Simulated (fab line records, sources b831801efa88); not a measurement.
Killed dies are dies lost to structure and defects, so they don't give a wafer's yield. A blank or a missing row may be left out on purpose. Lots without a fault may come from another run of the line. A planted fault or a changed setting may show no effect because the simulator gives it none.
One fault seen from 2 desks | flow gf180mcu | each desk has only its own numbers; what lay behind them comes last

THE METROLOGY DESK
What the gauges read, lot by lot, whatever tool the lot ran on: means of the sampled wafers that have a number. A lot is out of limits, marked OUT, if its mean lies more than 4 standard deviations from the usual mean; the brackets give that distance.
Columns: A = V2_CVD_02_THK at GF_V2_THK_MEAS_03, usual 848 nm; B = M4_ALCU_THK at GF_M4_THK_MEAS_06, usual 442 nm
lot  | first seen here | A   | B
L644 | day 19 11:32    | 863 | 445
L645 | day 20 01:41    | 845 | 441
L646 | day 20 08:41    | 859 | 440
L647 | day 21 01:20    | 858 | 446
L648 | day 21 08:24    | 853 | 431
L650 | day 22 09:07    | 846 | 435
L653 | day 23 06:22    | 841 | 443
L656 | day 23 23:35    | 847 | 442
L659 | day 25 08:38    | 848 | 439
L660 | day 25 10:10    | 837 | 450
L661 | day 25 17:48    | 850 | 439
L664 | day 26 11:16    | 861 | 442
L667 | day 27 11:58    | 839 | 444
This desk's finding: nothing out of limits on any of the 13 lots.

THE TOOL OWNER'S DESK: pvd_sputter-04
The tool's own readings at GF_TOP_METAL_SPUTTER_03 (material Ti, target thk 5 nm, time 3.3 s): means of the sampled wafers that have a number, for each lot that ran on this tool. A lot is out of limits, marked OUT, if its mean lies more than 4 standard deviations from the usual mean; the brackets give that distance.
Columns: A = throttle_valve_pct at GF_TOP_METAL_SPUTTER_03, usual 30.2 %
lot  | first seen here | A
L645 | day 28 02:22    | 29.0
L647 | day 28 20:59    | 29.9
L653 | day 30 17:49    | 29.1
L656 | day 31 04:24    | 29.3
This desk's finding: nothing out of limits on any of the 4 lots.

PUT TOGETHER
The metrology desk saw nothing out of limits.
The tool owner's desk saw nothing out of limits.

WHAT THE SIMULATOR HAD PUT IN
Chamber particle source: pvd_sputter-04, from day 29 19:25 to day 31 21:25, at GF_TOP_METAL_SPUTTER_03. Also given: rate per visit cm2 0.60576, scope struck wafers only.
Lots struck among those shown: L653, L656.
